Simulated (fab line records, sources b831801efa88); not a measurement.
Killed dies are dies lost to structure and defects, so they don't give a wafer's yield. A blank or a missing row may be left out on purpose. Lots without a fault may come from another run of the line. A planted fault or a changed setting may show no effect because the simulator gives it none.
fab line records | flow sky130
record lots=11 wafers=33 last_day=50
route steps=708 shown METAL1@454 METAL2@485 PAD_OPEN@708
lots that met no fault: from a run of the same line without faults
start_h: hours from the record's first day to the start of the lot's first wafer shown | wait_h: hours since the lot's step before | " the same as in the row above | L1.1+2: a row that stands for several wafers | - no value, or no start given | * or withheld: withheld | < > ~ a bound
route shown NAME@n: a module of which the file shows steps, and the number in the route of the first | usual: mean/standard deviation of fault-free wafers | same: alike in all rows | chamber/n: place in a boat | sites: the reading at each site | _std_site: their standard deviation | _edge_site: outer sites' mean less inner sites' | radius_mm: how far each site lies from the wafer's centre | mask NAME#n: copy n | behind: the tool/chamber that last shaped the wafer | hold: why the lot was held/for how many hours/how that ended | device: the transistor (n, p or np) that didn't switch | end of line: the same wafers' tests at the end of the route | a step without rows: its recipe alone | killed: dies lost to structure and defects at the first sort, not the wafer's yield | map: a wafer's dies, x killed, . not, _ none there
set.NAME: the setting as run; set.NAME@STEP: as run at that earlier step | model.NAME: the simulator's own value behind a step, which no gauge read
steps of the route over a sample of lots; a table a step, a row a wafer
services: from which hour (start_h, from the record's first day; less than 0 if before it) a tool's chamber was out of use, for how many hours, and why
## steps
# step SKY_METAL1_STRIP_20
# recipe chemistry=O2/N2 power_w=1400 pressure_mtorr=1500 platen_temp_c=withheld o2_flow_sccm=3000 n2_flow_sccm=300 overash_fraction=0.5
# usual chamber_pressure_mTorr=1500.1/1.3 drypump_motor_current_A=5.7/0.4 oes_product_au=0.342/0.0049 strip_time_to_endpoint_s=2.670/0.03
# columns lot.wafer tool chamber start_h wait_h chamber_pressure_mTorr drypump_motor_current_A oes_product_au rf_hours_counter_h strip_time_to_endpoint_s
L125.1 plasma_asher-03 0 771.02 0.1 1499.9 5.7 0.346 3 2.704
L125.5 " 0 " " 1499.2 5.7 0.344 - 2.727
L125.6 " 1 " " 1500.7 5.3 0.346 - 2.713
L128.1 plasma_asher-03 1 797.78 0.1 1500.6 5.2 0.340 5 2.663
L128.2 " 0 " " 1500.9 5.7 0.347 5 2.672
L128.3 " 0 " " 1500.2 5.7 0.346 - 2.660
L129.4 plasma_asher-02 0 802.56 0.1 1501.4 5.2 0.334 - 2.671
L129.5 " 0 " " 1497.6 5.2 0.345 - 2.696
L129.6 " 1 " " 1499.1 6.1 0.345 - 2.692
L130.1 plasma_asher-03 0 804.78 0.1 1500.6 5.7 0.342 6 2.658
L130.3 " 0 " " 1502.5 5.7 0.336 - 2.618
L130.6 " 0 " " 1498.7 5.7 0.334 - 2.679
L131.3 plasma_asher-03 1 814.68 0.1 1500.2 5.3 0.346 - 2.671
L131.4 " 0 " " 1500.3 5.7 0.346 - 2.684
L131.5 " 1 " " 1500.4 5.2 0.342 - 2.640
L132.1 plasma_asher-04 0 832.15 0.1 1497.6 5.6 0.344 102 2.707
L132.3 " 1 " " 1500.5 6.3 0.336 - 2.698
L132.6 " 1 " " 1499.9 6.3 0.351 - 2.722
L133.1 plasma_asher-03 0 832.48 0.1 1502.4 5.7 0.347 9 2.640
L133.2 " 1 " " 1501.8 5.2 0.343 9 2.622
L133.3 " 1 " " 1501.1 5.3 0.345 - 2.635
L142.1 plasma_asher-04 1 900.13 0.1 1498.1 6.4 0.337 107 2.620
L142.3 " 1 " " 1500.1 6.3 0.331 - 2.646
L142.6 " 1 " " 1502.6 6.4 0.338 - 2.616
L143.1 plasma_asher-02 1 903.68 0.1 1501.6 6.1 0.345 78 2.614
L143.2 " 0 " " 1499.1 5.2 0.339 78 2.662
L143.3 " 0 " " 1503.9 5.3 0.330 - 2.653
L147.2 plasma_asher-03 0 928.72 0.1 1499.7 5.7 0.336 19 2.680
L147.4 " 0 " " 1500.1 5.7 0.340 - 2.639
L147.6 " 1 " " 1499.3 5.3 0.343 - 2.648
L146.2 plasma_asher-04 1 934.80 0.1 1502.0 6.3 0.343 111 2.720
L146.4 " 1 " " 1500.2 6.3 0.340 - 2.694
L146.5 " 1 " " 1499.0 6.3 0.343 - 2.714
# step SKY_METAL2_SPUTTER_02
# recipe material=AlCu target_thk_nm=250 power_w=10600 time_s=13.3 chamber_pressure_pa=0.4
# usual chamber_pressure_pa=0.4000/0.00085 throttle_valve_pct=30.1/1.2
# columns lot.wafer tool chamber start_h wait_h chamber_pressure_pa throttle_valve_pct
L125.1 pvd_sputter-01 - 800.41 0.0 0.4013 31.2
L125.5 " - " " 0.3984 31.8
L125.6 " - " " 0.4010 30.0
L128.1 pvd_sputter-01 - 826.55 0.0 0.3998 30.0
L128.2 " - " " 0.4003 32.0
L128.3 " - " " 0.4007 31.6
L129.4 pvd_sputter-01 - 830.41 0.0 0.3996 30.0
L129.5 " - " " 0.4007 31.4
L129.6 " - " " 0.4006 27.7
L130.1 pvd_sputter-01 - 832.71 0.0 0.3991 29.9
L130.3 " - " " 0.3997 31.3
L130.6 " - " " 0.4002 31.8
L131.3 pvd_sputter-01 - 842.78 0.0 0.3736 32.7
L131.4 " - " " 0.3740 28.5
L131.5 " - " " 0.3736 31.2
L132.1 pvd_sputter-01 - 861.14 0.0 0.3750 31.0
L132.3 " - " " 0.3738 32.3
L132.6 " - " " 0.3720 32.5
L133.1 pvd_sputter-03 - 861.20 0.0 0.3994 29.8
L133.2 " - " " 0.3993 30.4
L133.3 " - " " 0.4001 30.2
L142.1 pvd_sputter-04 - 927.25 0.0 0.3995 29.6
L142.3 " - " " 0.4003 30.3
L142.6 " - " " 0.3989 30.4
L143.1 pvd_sputter-04 - 931.37 0.0 0.3991 29.9
L143.2 " - " " 0.4005 29.6
L143.3 " - " " 0.3990 30.5
L147.2 pvd_sputter-03 - 955.51 0.0 0.4017 30.2
L147.4 " - " " 0.3986 30.3
L147.6 " - " " 0.3995 30.0
L146.2 pvd_sputter-01 - 962.05 0.0 0.4005 31.0
L146.4 " - " " 0.3993 31.9
L146.5 " - " " 0.4014 27.9
# step SKY_METAL2_CD_MEAS_15
# recipe target_cd_nm=140
# usual cd_nm=139.9/1.7
# columns lot.wafer tool chamber start_h wait_h cd_nm
L125.1 cd_sem-02 - 826.46 - 140.9
L125.5 " - " " 139.6
L125.6 " - " " 140.1
L128.1 cd_sem-01 - 852.49 - 140.2
L128.2 " - " " 139.1
L128.3 " - " " 140.5
L129.4 cd_sem-02 - 856.96 - 141.6
L129.5 " - " " 140.9
L129.6 " - " " 140.3
L130.1 cd_sem-02 - 859.29 - 140.7
L130.3 " - " " 141.3
L130.6 " - " " 143.3
L131.3 cd_sem-02 - 869.09 - 136.6
L131.4 " - " " 136.1
L131.5 " - " " 137.3
L132.1 cd_sem-02 - 887.29 - 139.6
L132.3 " - " " 138.8
L132.6 " - " " 137.3
L133.1 cd_sem-01 - 887.36 - 140.2
L133.2 " - " " 139.9
L133.3 " - " " 139.0
L142.1 cd_sem-01 - 950.65 - 143.1
L142.3 " - " " 142.1
L142.6 " - " " 141.6
L143.1 cd_sem-01 - 956.01 - 140.0
L143.2 " - " " 139.3
L143.3 " - " " 140.9
L147.2 cd_sem-02 - 979.63 - 140.1
L147.4 " - " " 140.5
L147.6 " - " " 138.6
L146.2 cd_sem-02 - 985.68 - 141.7
L146.4 " - " " 141.2
L146.5 " - " " 141.1
# step SKY_METAL2_DESCUM_17
# recipe chemistry=O2 source_power_w=150 bias_power_w=0 pressure_mtorr=10 temp_c=40 time_s=8
# usual chamber_pressure_mTorr=10.000/0.0085 drypump_motor_current_A=5.8/0.48 oes_product_au=1.001/0.0069
# columns lot.wafer tool chamber start_h wait_h chamber_pressure_mTorr drypump_motor_current_A oes_product_au rf_hours_counter_h
L125.1 rie_metal-04 0 826.62 0.0 9.992 5.3 1.011 4
L125.5 " 1 " " 10.007 5.8 1.011 -
L125.6 " 0 " " 10.009 5.3 1.006 -
L128.1 rie_metal-04 0 852.65 0.0 9.992 5.3 0.996 5
L128.2 " 1 " " 10.006 5.8 0.992 12
L128.3 " 1 " " 9.992 5.8 0.993 -
L129.4 rie_metal-03 1 857.06 0.0 10.005 5.0 1.008 -
L129.5 " 1 " " 9.997 5.0 1.006 -
L129.6 " 0 " " 9.988 5.8 1.006 -
L130.1 rie_metal-04 1 859.45 0.0 9.985 5.8 1.002 12
L130.3 " 0 " " 10.006 5.3 0.987 -
L130.6 " 1 " " 9.993 5.8 0.992 -
L131.3 rie_metal-02 1 869.21 0.0 9.998 6.5 1.010 -
L131.4 " 0 " " 9.973 6.3 1.000 -
L131.5 " 0 " " 10.021 6.2 0.994 -
L132.1 rie_metal-02 1 887.45 0.0 9.998 6.5 1.010 11
L132.3 " 0 " " 10.004 6.3 1.010 -
L132.6 " 0 " " 9.995 6.3 1.004 -
L133.1 rie_metal-03 0 887.52 0.0 9.996 5.7 1.000 7
L133.2 " 1 " " 9.993 5.0 1.008 14
L133.3 " 0 " " 10.002 5.7 1.008 -
L142.1 rie_metal-02 1 950.80 0.0 9.997 6.5 0.997 14
L142.3 " 1 " " 9.996 6.5 1.006 -
L142.6 " 1 " " 9.994 6.4 1.004 -
L143.1 rie_metal-02 1 956.17 0.0 9.999 6.4 1.010 14
L143.2 " 0 " " 9.996 6.3 1.000 9
L143.3 " 0 " " 9.989 6.2 1.015 -
L147.2 rie_metal-02 1 979.77 0.0 9.992 6.5 1.004 16
L147.4 " 0 " " 10.004 6.3 1.008 -
L147.6 " 1 " " 9.993 6.4 0.998 -
L146.2 rie_metal-04 0 985.82 0.0 9.997 5.3 0.996 11
L146.4 " 1 " " 9.993 5.8 1.005 -
L146.5 " 1 " " 10.020 5.8 1.001 -
# step SKY_PAD_OPEN_PROBE_99
# usual defect_limited_yield=82.2/1.7 killed_at_M0_to_M3=44/6.3 killed_at_M4_up=3.1/2 killed_at_contacts=24/4.8 killed_at_front_end=15/4.6 killed_at_other=0.2/0.51 killed_dies=87/8.4 killed_open=48/6.4 killed_short=39/5.9 sort_bin_3_pad_short=0.9/0.41 sort_bin_5_function=10.5/1.4 sort_bin_6_memory=6.3/1.1 sort_n_pass=405/8.4 sort_yield_pct=82.2/1.7
# same gross_dies=492 killed_at_back_side=0 sort_bin_4_leakage[%]=0 sort_bin_8_speed[%]=0
# columns lot.wafer tool chamber start_h wait_h defect_limited_yield[%] killed_at_M0_to_M3 killed_at_M4_up killed_at_contacts killed_at_front_end killed_at_other killed_dies killed_open killed_short sort_bin_3_pad_short[%] sort_bin_5_function[%] sort_bin_6_memory[%] sort_n_pass sort_yield_pct[%]
L125.1 prober-01 - 1080.86 0.1 81.1 46 7 24 16 0 93 50 43 0.6 11.6 6.7 399 81.1
L125.5 prober-01 - 1081.06 0.2 81.1 45 8 24 16 0 93 50 43 1.0 11.2 6.7 399 81.1
L125.6 prober-01 - 1081.11 0.2 82.7 42 3 21 19 0 85 46 39 1.0 8.7 7.5 407 82.7
L128.1 prober-02 - 1099.95 0.1 84.8 31 5 23 15 1 75 37 38 0.4 7.9 6.9 417 84.8
L128.2 prober-02 - 1100.00 0.1 83.9 28 4 29 18 0 79 37 42 0.6 9.8 5.7 413 83.9
L128.3 prober-02 - 1100.05 0.2 81.9 38 2 31 18 0 89 56 33 0.6 10.2 7.3 403 81.9
L129.4 prober-01 - 1102.66 0.2 86.0 31 3 24 9 2 69 42 27 1.2 7.5 5.3 423 86.0
L129.5 prober-01 - 1102.71 0.2 81.5 42 5 27 17 0 91 52 39 1.2 10.8 6.5 401 81.5
L129.6 prober-01 - 1102.76 0.2 85.4 36 4 20 11 1 72 38 34 1.0 8.9 4.7 420 85.4
L130.1 prober-02 - 1104.48 0.1 82.5 48 3 21 14 0 86 59 27 0.2 8.9 8.3 406 82.5
L130.3 prober-02 - 1104.58 0.2 83.1 42 5 21 15 0 83 42 41 0.6 10.8 5.5 409 83.1
L130.6 prober-02 - 1104.73 0.2 82.1 48 5 27 8 0 88 58 30 0.4 11.2 6.3 404 82.1
L131.3 prober-01 - 1113.08 0.2 79.5 42 9 29 21 0 101 52 49 1.2 12.0 7.3 391 79.5
L131.4 prober-01 - 1113.13 0.2 82.7 40 3 30 12 0 85 41 44 0.8 8.7 7.7 407 82.7
L131.5 prober-01 - 1113.18 0.2 82.1 44 7 26 11 0 88 48 40 1.6 8.9 7.3 404 82.1
L132.1 prober-02 - 1128.36 0.1 79.1 52 4 30 17 0 103 55 48 0.8 12.6 7.5 389 79.1
L132.3 prober-02 - 1128.46 0.2 81.9 51 3 21 14 0 89 49 40 0.6 10.0 7.5 403 81.9
L132.6 prober-02 - 1128.61 0.2 80.7 51 4 20 18 2 95 56 39 0.6 11.2 7.5 397 80.7
L133.1 prober-01 - 1128.50 0.1 83.7 39 4 26 11 0 80 43 37 0.2 10.4 5.7 412 83.7
L133.2 prober-01 - 1128.55 0.1 82.3 40 7 26 14 0 87 38 49 0.8 11.2 5.7 405 82.3
L133.3 prober-01 - 1128.60 0.2 83.7 38 2 23 17 0 80 44 36 1.0 8.7 6.5 412 83.7
L142.1 prober-01 - 1176.33 0.1 82.3 44 4 29 10 0 87 45 42 1.0 8.3 8.3 405 82.3
L142.3 prober-01 - 1176.43 0.2 82.5 33 1 33 18 1 86 38 48 1.2 8.9 7.3 406 82.5
L142.6 prober-01 - 1176.58 0.2 81.3 40 2 26 23 1 92 53 39 1.2 10.2 7.3 400 81.3
L143.1 prober-01 - 1178.65 0.1 78.7 51 4 35 15 0 105 54 51 1.0 11.6 8.7 387 78.7
L143.2 prober-01 - 1178.70 0.1 81.5 40 6 23 21 1 91 45 46 0.8 12.6 5.1 401 81.5
L143.3 prober-01 - 1178.75 0.2 81.5 43 1 28 19 0 91 54 37 0.4 11.2 6.9 401 81.5
L147.2 prober-02 - 1194.90 0.1 80.9 44 2 27 20 1 94 48 46 1.2 11.0 6.9 398 80.9
L147.4 prober-02 - 1195.00 0.2 79.1 53 4 22 24 0 103 54 49 0.8 12.6 7.5 389 79.1
L147.6 prober-02 - 1195.10 0.2 80.1 60 2 21 15 0 98 59 39 0.8 11.4 7.7 394 80.1
L146.2 prober-01 - 1197.85 0.1 82.1 45 5 28 10 0 88 46 42 1.4 9.1 7.3 404 82.1
L146.4 prober-01 - 1197.95 0.2 84.1 38 5 19 16 0 78 39 39 1.2 8.9 5.7 414 84.1
L146.5 prober-01 - 1198.00 0.2 82.9 46 4 17 17 0 84 43 41 0.4 9.3 7.3 408 82.9
# killed by level:class
L125.1 VIA1:geometric_particle:open=13 CONTACT:geometric_particle:open=9 VIA1:geometric_particle:short=8 FIELD_ISO:geometric_particle:open=6 VIA2:geometric_particle:open=5 METAL3:geometric_particle:short=5 METAL4:geometric_particle:short=5 FIELD_ISO:geometric_particle:short=4
L125.5 VIA1:geometric_particle:open=9 VIA2:geometric_particle:open=9 LI_CONTACT:geometric_particle:open=8 FIELD_ISO:geometric_particle:short=6 CONTACT:geometric_particle:open=6 VIA3:geometric_particle:open=6 METAL4:geometric_particle:short=6 FIELD_ISO:geometric_particle:open=5
L125.6 VIA1:geometric_particle:open=14 FIELD_ISO:geometric_particle:open=7 CONTACT:geometric_particle:open=7 FIELD_ISO:geometric_particle:short=6 VIA1:geometric_particle:short=6 VIA2:geometric_particle:open=6 VIA3:geometric_particle:open=6 LOCAL_INTERCONNECT:geometric_particle:short=5
L128.1 CONTACT:geometric_particle:open=11 METAL2:geometric_particle:short=7 VIA3:geometric_particle:open=7 FIELD_ISO:geometric_particle:short=6 CONTACT:geometric_particle:short=5 POLY_GATE:geometric_particle:open=4 VIA2:geometric_particle:short=4 LOCAL_INTERCONNECT:geometric_particle:short=4
L128.2 LI_CONTACT:geometric_particle:open=8 CONTACT:geometric_particle:open=7 FIELD_ISO:geometric_particle:short=6 LOCAL_INTERCONNECT:geometric_particle:short=6 VIA2:geometric_particle:open=6 LI_CONTACT:geometric_particle:short=4 METAL1:geometric_particle:short=4 METAL4:geometric_particle:short=4
L128.3 CONTACT:geometric_particle:open=17 VIA1:geometric_particle:open=12 POLY_GATE:geometric_particle:open=5 LOCAL_INTERCONNECT:geometric_particle:short=5 VIA3:geometric_particle:open=5 FIELD_ISO:geometric_particle:short=4 FIELD_ISO:geometric_particle:open=4 LI_CONTACT:geometric_particle:open=4
L129.4 VIA1:geometric_particle:open=9 VIA3:geometric_particle:open=6 LI_CONTACT:geometric_particle:open=5 CONTACT:geometric_particle:short=5 LOCAL_INTERCONNECT:geometric_particle:short=5 CONTACT:geometric_particle:open=5 POLY_GATE:geometric_particle:open=4 LOCAL_INTERCONNECT:geometric_particle:open=4
L129.5 LI_CONTACT:geometric_particle:open=10 VIA3:geometric_particle:open=10 CONTACT:geometric_particle:open=9 FIELD_ISO:geometric_particle:open=7 VIA1:geometric_particle:short=6 METAL1:geometric_particle:short=6 VIA1:geometric_particle:open=5 VIA2:geometric_particle:short=4
L129.6 VIA1:geometric_particle:open=9 VIA3:geometric_particle:open=8 LI_CONTACT:geometric_particle:open=5 CONTACT:geometric_particle:short=5 CONTACT:geometric_particle:open=5 FIELD_ISO:geometric_particle:short=4 LOCAL_INTERCONNECT:geometric_particle:short=4 METAL2:geometric_particle:open=4
L130.1 VIA1:geometric_particle:open=11 CONTACT:geometric_particle:open=9 VIA3:geometric_particle:open=9 VIA2:geometric_particle:open=7 LI_CONTACT:geometric_particle:open=6 FIELD_ISO:geometric_particle:open=5 METAL1:geometric_particle:short=5 METAL2:geometric_particle:short=4
L130.3 VIA1:geometric_particle:open=12 LI_CONTACT:geometric_particle:open=7 VIA1:geometric_particle:short=6 VIA3:geometric_particle:open=6 CONTACT:geometric_particle:open=5 METAL4:geometric_particle:short=5 FIELD_ISO:geometric_particle:short=4 POLY_GATE:geometric_particle:open=4
L130.6 VIA1:geometric_particle:open=12 VIA3:geometric_particle:open=12 LI_CONTACT:geometric_particle:open=11 CONTACT:geometric_particle:open=9 VIA1:geometric_particle:short=5 METAL2:geometric_particle:open=4 METAL4:geometric_particle:short=4 VIA2:geometric_particle:open=4
L131.3 CONTACT:geometric_particle:open=9 VIA1:geometric_particle:open=9 METAL1:geometric_particle:short=8 METAL2:geometric_particle:short=7 LI_CONTACT:geometric_particle:open=7 FIELD_ISO:geometric_particle:open=6 FIELD_ISO:geometric_particle:short=5 CONTACT:geometric_particle:short=5
L131.4 VIA1:geometric_particle:open=9 LOCAL_INTERCONNECT:geometric_particle:short=7 CONTACT:geometric_particle:short=7 CONTACT:geometric_particle:open=7 METAL2:geometric_particle:short=7 LI_CONTACT:geometric_particle:open=6 FIELD_ISO:geometric_particle:open=4 VIA1:geometric_particle:short=4
L131.5 VIA1:geometric_particle:open=13 CONTACT:geometric_particle:open=10 CONTACT:geometric_particle:short=7 METAL1:geometric_particle:short=6 METAL2:geometric_particle:short=5 POLY_GATE:geometric_particle:open=5 VIA2:geometric_particle:open=5 METAL1:geometric_particle:open=5
L132.1 CONTACT:geometric_particle:open=12 VIA1:geometric_particle:open=12 METAL1:geometric_particle:short=11 LI_CONTACT:geometric_particle:open=9 VIA1:geometric_particle:short=7 POLY_GATE:geometric_particle:short=5 VIA2:geometric_particle:open=5 LOCAL_INTERCONNECT:geometric_particle:short=4
L132.3 VIA1:geometric_particle:open=13 VIA3:geometric_particle:open=7 LI_CONTACT:geometric_particle:open=7 VIA2:geometric_particle:open=7 VIA1:geometric_particle:short=7 POLY_GATE:geometric_particle:open=5 METAL1:geometric_particle:short=5 FIELD_ISO:geometric_particle:open=4
L133.1 CONTACT:geometric_particle:open=8 CONTACT:geometric_particle:short=7 VIA1:geometric_particle:open=6 METAL1:geometric_particle:short=6 VIA2:geometric_particle:open=6 VIA3:geometric_particle:open=6 LI_CONTACT:geometric_particle:open=5 FIELD_ISO:geometric_particle:open=4
L133.2 LI_CONTACT:geometric_particle:open=7 VIA1:geometric_particle:open=7 VIA3:geometric_particle:open=7 LI_CONTACT:geometric_particle:short=6 METAL1:geometric_particle:short=6 METAL4:geometric_particle:short=6 LOCAL_INTERCONNECT:geometric_particle:short=5 VIA1:geometric_particle:short=5
L133.3 VIA1:geometric_particle:open=11 LI_CONTACT:geometric_particle:open=10 FIELD_ISO:geometric_particle:short=5 CONTACT:geometric_particle:open=5 VIA2:geometric_particle:short=5 VIA2:geometric_particle:open=5 FIELD_ISO:geometric_particle:open=4 POLY_GATE:geometric_particle:open=4
L132.6 VIA1:geometric_particle:open=11 FIELD_ISO:geometric_particle:open=9 VIA2:geometric_particle:open=9 METAL1:geometric_particle:short=8 VIA2:geometric_particle:short=7 LI_CONTACT:geometric_particle:open=7 FIELD_ISO:geometric_particle:short=5 CONTACT:geometric_particle:open=5
L142.1 VIA1:geometric_particle:open=12 VIA3:geometric_particle:open=11 LI_CONTACT:geometric_particle:open=9 METAL2:geometric_particle:short=8 CONTACT:geometric_particle:short=7 CONTACT:geometric_particle:open=6 LOCAL_INTERCONNECT:geometric_particle:short=4 METAL1:geometric_particle:short=4
L142.3 CONTACT:geometric_particle:open=11 FIELD_ISO:geometric_particle:short=9 VIA1:geometric_particle:open=8 LOCAL_INTERCONNECT:geometric_particle:short=7 CONTACT:geometric_particle:short=7 VIA1:geometric_particle:short=6 METAL1:geometric_particle:short=5 VIA3:geometric_particle:open=5
L142.6 CONTACT:geometric_particle:open=10 VIA1:geometric_particle:open=10 FIELD_ISO:geometric_particle:open=9 LI_CONTACT:geometric_particle:open=6 METAL2:geometric_particle:short=5 LOCAL_INTERCONNECT:geometric_particle:short=5 VIA3:geometric_particle:open=5 POLY_GATE:geometric_particle:open=4
L143.1 VIA1:geometric_particle:open=17 LI_CONTACT:geometric_particle:open=12 VIA1:geometric_particle:short=7 FIELD_ISO:geometric_particle:open=6 LOCAL_INTERCONNECT:geometric_particle:short=6 CONTACT:geometric_particle:short=6 VIA3:geometric_particle:open=6 LI_CONTACT:geometric_particle:short=5
L143.2 METAL1:geometric_particle:short=10 VIA1:geometric_particle:open=8 CONTACT:geometric_particle:open=7 VIA3:geometric_particle:open=7 FIELD_ISO:geometric_particle:open=6 FIELD_ISO:geometric_particle:short=6 LOCAL_INTERCONNECT:geometric_particle:short=6 VIA2:geometric_particle:open=5
L143.3 VIA1:geometric_particle:open=16 LI_CONTACT:geometric_particle:open=10 FIELD_ISO:geometric_particle:open=7 VIA1:geometric_particle:short=7 CONTACT:geometric_particle:open=7 FIELD_ISO:geometric_particle:short=6 LI_CONTACT:geometric_particle:short=4 CONTACT:geometric_particle:short=4
L147.2 CONTACT:geometric_particle:open=11 VIA1:geometric_particle:open=9 VIA1:geometric_particle:short=9 POLY_GATE:geometric_particle:open=8 LI_CONTACT:geometric_particle:open=7 POLY_GATE:geometric_particle:short=6 METAL2:geometric_particle:short=6 VIA2:geometric_particle:open=6
L147.4 VIA2:geometric_particle:open=11 VIA1:geometric_particle:open=10 METAL1:geometric_particle:short=9 VIA1:geometric_particle:short=7 CONTACT:geometric_particle:open=7 LI_CONTACT:geometric_particle:open=6 VIA2:geometric_particle:short=5 FIELD_ISO:geometric_particle:open=4
L147.6 VIA1:geometric_particle:open=22 CONTACT:geometric_particle:open=10 VIA3:geometric_particle:open=8 METAL1:geometric_particle:short=7 METAL2:geometric_particle:short=6 FIELD_ISO:geometric_particle:short=5 CONTACT:geometric_particle:short=5 VIA1:geometric_particle:short=5
L146.2 VIA1:geometric_particle:open=13 CONTACT:geometric_particle:open=8 LI_CONTACT:geometric_particle:open=6 LOCAL_INTERCONNECT:geometric_particle:short=6 VIA1:geometric_particle:short=5 POLY_GATE:geometric_particle:open=4 LI_CONTACT:geometric_particle:short=4 CONTACT:geometric_particle:short=4
L146.4 FIELD_ISO:geometric_particle:short=10 CONTACT:geometric_particle:open=9 VIA1:geometric_particle:open=7 VIA3:geometric_particle:open=7 METAL1:geometric_particle:short=6 VIA1:geometric_particle:short=5 VIA2:geometric_particle:open=5 CONTACT:geometric_particle:short=4
L146.5 VIA1:geometric_particle:open=12 LOCAL_INTERCONNECT:geometric_particle:short=6 METAL2:geometric_particle:short=6 CONTACT:geometric_particle:open=5 VIA2:geometric_particle:open=5 POLY_GATE:geometric_particle:short=4 METAL1:geometric_particle:short=4 VIA1:geometric_particle:short=4
## services
# columns tool chamber start_h hours kind
plasma_asher-04 - 764.80 9.6 repair
plasma_asher-03 - 765.52 0.5 repair
rie_metal-02 - 773.81 2.8 pm
pvd_sputter-04 - 778.15 0.7 repair
rie_metal-02 - 779.59 0.3 repair
rie_metal-04 1 788.64 1.1 repair
pvd_sputter-04 - 792.23 0.8 repair
pvd_sputter-04 - 815.61 3.7 repair
rie_metal-02 1 817.62 27.2 repair
pvd_sputter-04 - 822.61 7.9 repair
plasma_asher-03 - 857.49 4.1 repair
plasma_asher-04 - 862.17 14.6 pm
pvd_sputter-01 - 865.20 1.9 repair
rie_metal-04 - 866.60 28.1 pm
rie_metal-03 - 868.31 2.8 pm
pvd_sputter-04 - 883.94 1.9 repair
pvd_sputter-01 - 887.18 3.8 repair
rie_metal-03 - 902.52 1.4 pm
plasma_asher-03 - 904.30 2.8 pm
pvd_sputter-03 - 911.61 21.2 repair
pvd_sputter-01 - 914.43 2.3 repair
rie_metal-02 - 924.01 14.6 pm
rie_metal-03 1 937.47 22.0 repair
plasma_asher-03 - 949.34 4.0 pm
## key
first_sign step=SKY_METAL2_SPUTTER_02 reading=chamber_pressure_pa direction=down sigmas=31 usual=0.4000 struck=0.3737
effect none on later readings
met_at SKY_METAL2_SPUTTER_02
struck_lots L131,L132
not_acting_at SKY_METAL1_STRIP_20,SKY_METAL2_CD_MEAS_15,SKY_METAL2_DESCUM_17
onset_between 832.71 842.78
fault kind=process_parameter_drift tool=pvd_sputter-01 chamber=- onset_h=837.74 steps=SKY_METAL2_SPUTTER_02 channel=chamber_pressure_pa offset=-0.026249 shape=step end_h=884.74 acts_in=these_recipes_only stated=0.4
